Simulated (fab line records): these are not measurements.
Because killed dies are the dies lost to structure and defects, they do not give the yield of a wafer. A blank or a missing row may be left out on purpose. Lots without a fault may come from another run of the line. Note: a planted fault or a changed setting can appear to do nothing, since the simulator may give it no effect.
A struck lot beside a sound one / flow sky130 / 15 out of 708 route steps
Sound: these wafers, L633.1, L633.4, L633.6. Struck: wafers L640.4, L640.5, L640.6. The cause is named last.
For every step that has rows: the tool of each side, followed by ch and its chambers, followed by its first start. Under that, the readings that differ: sound wafers / struck wafers / difference of the means / sigmas: that difference in standard deviations of wafers without a fault.
alike: readings with means less than 2 such deviations apart, plus words and numbers identical on both sides. not compared: withheld readings, readings lacking a value on some wafer, bounds such as >300 that could conceal the same value, and numbers that have no deviation in the record and whose values overlap.
The two part at a step that has a row with sigmas, a row that says differs or no value, or rows on one side only. Non-overlapping numbers with no deviation appear without sigmas and do not part them. A reading missing from all wafers of one side parts the sides only when that side holds two or more wafers.

first, 8 steps without rows for these wafers: SKY_POLY_GATE_DEHYDRATE_05 (time 60 s); SKY_POLY_GATE_HMDS_06 (prime time 60 s); SKY_POLY_GATE_COAT_07 (resist thk 110 nm); SKY_POLY_GATE_COAT_08 (resist thk 450 nm); SKY_POLY_GATE_SOFTBAKE_09 (time 90 s); SKY_POLY_GATE_EXPOSE_10 (exposes mask P1M, target cd 150 nm); SKY_POLY_GATE_PEB_11; SKY_POLY_GATE_DEVELOP_12 (develop time 60 s).
SKY_POLY_GATE_CD_MEAS_13: target cd 150 nm.
  struck on cd sem-01, day 21 22:01; sound on cd sem-01, day 19 04:06
  alike: cd nm
SKY_POLY_GATE_OVL_MEAS_14:
  struck on overlay-02, day 21 22:05; sound on overlay-02, day 19 04:13
  alike: POLY_GATE_OVL
SKY_POLY_GATE_ETCH_15: etches BARC in N2/H2, stops on SiO2, time 118.5 s, target depth 110 nm.
  sound on rie diel-03 ch 1,2, day 19 04:16; struck on rie diel-03 ch 0,1,2, day 21 22:06
reading=bias w (W); sound=96.69 96.67 96.83; struck=95.80 96.48 96.11; difference=-0.60; sigmas=-2
  alike: drypump motor current A, h2 flow sccm, oes product au, throttle valve pct
  not compared: rf hours counter h
SKY_POLY_GATE_ETCH_16: etches Si3N4 in CH3F/O2, stops on poly-Si, time 147.5 s, target depth 75 nm.
  sound on rie diel-03 ch 1,2, day 19 04:20; struck on rie diel-03 ch 0,1,2, day 21 22:11
  alike: bias w, ch3f flow sccm, drypump motor current A, oes product au, throttle valve pct
  not compared: rf hours counter h
SKY_POLY_GATE_ETCH_17: etches poly-Si in HBr/Cl2, stops on SiO2, target depth 180 nm, time 70.5 s.
  sound on rie si-01 ch 1,2, day 19 04:26; struck on rie si-02 ch 1,2, day 21 22:17
reading=over etch frac; sound=0.56667 0.56667 0.56667; struck=0.52896 0.52896 0.52896; difference=-0.03771; sigmas=
reading=model.etch.depth nm (nm); sound=181.3 181 181.6; struck=179.9 176.7 180.5; difference=-2.3; sigmas=
reading=model.POLY_GATE.feature depth nm (nm); sound=181.3 181 181.6; struck=179.9 176.7 180.5; difference=-2.3; sigmas=
  alike: bias w, drypump motor current A, oes product au, throttle valve pct
  not compared: rf hours counter h
SKY_POLY_GATE_STRIP_18: strips in O2/N2.
  sound on plasma asher-04 ch 1, day 19 04:29; struck on plasma asher-02 ch 0,1, day 21 22:22
  alike: drypump motor current A, oes product au, strip time to endpoint s
  not compared: rf hours counter h
after that, 1 step had no rows for these wafers: SKY_PAD_OPEN_PROBE_99.

WHERE THEY PART
Only at SKY_POLY_GATE_ETCH_15, as far as this record shows. Later steps at which nothing parts them and some readings are alike: SKY_POLY_GATE_ETCH_16, SKY_POLY_GATE_ETCH_17, SKY_POLY_GATE_STRIP_18.

WHY: what had been put in by the simulator
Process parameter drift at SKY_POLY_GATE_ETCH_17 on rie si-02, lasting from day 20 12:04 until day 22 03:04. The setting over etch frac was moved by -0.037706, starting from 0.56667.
